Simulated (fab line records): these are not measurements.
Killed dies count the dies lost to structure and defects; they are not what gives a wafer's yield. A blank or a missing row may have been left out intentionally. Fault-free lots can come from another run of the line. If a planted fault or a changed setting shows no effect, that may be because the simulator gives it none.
Struck lot and sound lot, side by side || flow gf180mcu || 14 steps out of a route of 602
Sound: the wafers L730.1, L730.2, L730.3. Struck: wafers L735.2, L735.3, L735.5. The cause comes at the end.
Order at every step that has rows: each side's tool, ch and its chambers, its first start. Under that, the readings that differ: sound wafers || struck wafers || difference of the means || sigmas: that difference in standard deviations of wafers without a fault.
alike: same words and numbers on both sides, and readings whose means sit less than 2 such deviations apart. not compared: any withheld reading, any reading some wafer has no value for, any bound like >300 that may hide the same value, and any number with overlapping values for which the record gives no deviation.
A row with sigmas, a row that says differs or no value, or rows on one side alone: a step with any of these is where the two part. Numbers that don't overlap but have no deviation are shown without sigmas and don't part them. A reading that every wafer of one side lacks parts them only if that side has two wafers or more.

GF_TOP_METAL_SPUTTER_00: material Ti, target thk 37.5 nm, time 150 s.
  struck on pvd_sputter-02, day 29 00:41; sound on pvd_sputter-04, day 27 14:03
  alike: throttle_valve_pct
GF_TOP_METAL_SPUTTER_01: material TiN, target thk 30 nm, time 25 s.
  struck on pvd_sputter-02, day 29 00:47; sound on pvd_sputter-04, day 27 14:09
  alike: throttle_valve_pct
GF_TOP_METAL_SPUTTER_02: material AlCu, target thk 900 nm, time 47.82 s.
  struck on pvd_sputter-02, day 29 00:49; sound on pvd_sputter-04, day 27 14:11
  alike: throttle_valve_pct
GF_TOP_METAL_SPUTTER_03: material Ti, target thk 5 nm, time 3.3 s.
  struck on pvd_sputter-02, day 29 00:51; sound on pvd_sputter-04, day 27 14:13
  alike: throttle_valve_pct
GF_TOP_METAL_SPUTTER_04: material TiN, target thk 25 nm, time 20.8 s.
  struck on pvd_sputter-02, day 29 00:52; sound on pvd_sputter-04, day 27 14:14
  alike: throttle_valve_pct
GF_TOP_METAL_RS_MEAS_05: a four-point-probe measurement.
  struck on film_metro-04, day 29 00:55; sound on film_metro-02, day 27 14:16
  alike: TOP_METAL_ALCU_RS
GF_TOP_METAL_THK_MEAS_06: measures by xrf.
  struck on film_metro-04, day 29 01:02; sound on film_metro-02, day 27 14:23
{"reading": "TOP_METAL_ALCU_THK (nm)", "sound": "927 928 941", "struck": "922 909 898", "difference": -22, "sigmas": -2}
then, 5 steps without rows for these wafers: GF_TOP_METAL_DEHYDRATE_07 (time 60 s); GF_TOP_METAL_HMDS_08 (prime time 60 s); GF_TOP_METAL_COAT_09 (resist thk 1472 nm); GF_TOP_METAL_SOFTBAKE_10 (time 60 s); GF_TOP_METAL_EXPOSE_11 (exposes mask MetalTop, target cd 440 nm).
GF_TOP_METAL_PEB_12:
  sound on litho_track-03 ch 0, day 28 09:47; struck on litho_track-04, day 29 19:21
{"reading": "exhaust_pa (Pa)", "sound": "45.4 44.0 45.5", "struck": "- - -", "difference": "no value on the struck wafers", "sigmas": ""}
  not compared: chill_plate_temp_C
then, 1 step without rows for these wafers: GF_TOP_METAL_DEVELOP_13 (develop time 60 s).

== WHERE THEY PART ==
At GF_TOP_METAL_THK_MEAS_06 first; at GF_TOP_METAL_PEB_12 last (within this record only).

WHY: the cause the simulator had injected
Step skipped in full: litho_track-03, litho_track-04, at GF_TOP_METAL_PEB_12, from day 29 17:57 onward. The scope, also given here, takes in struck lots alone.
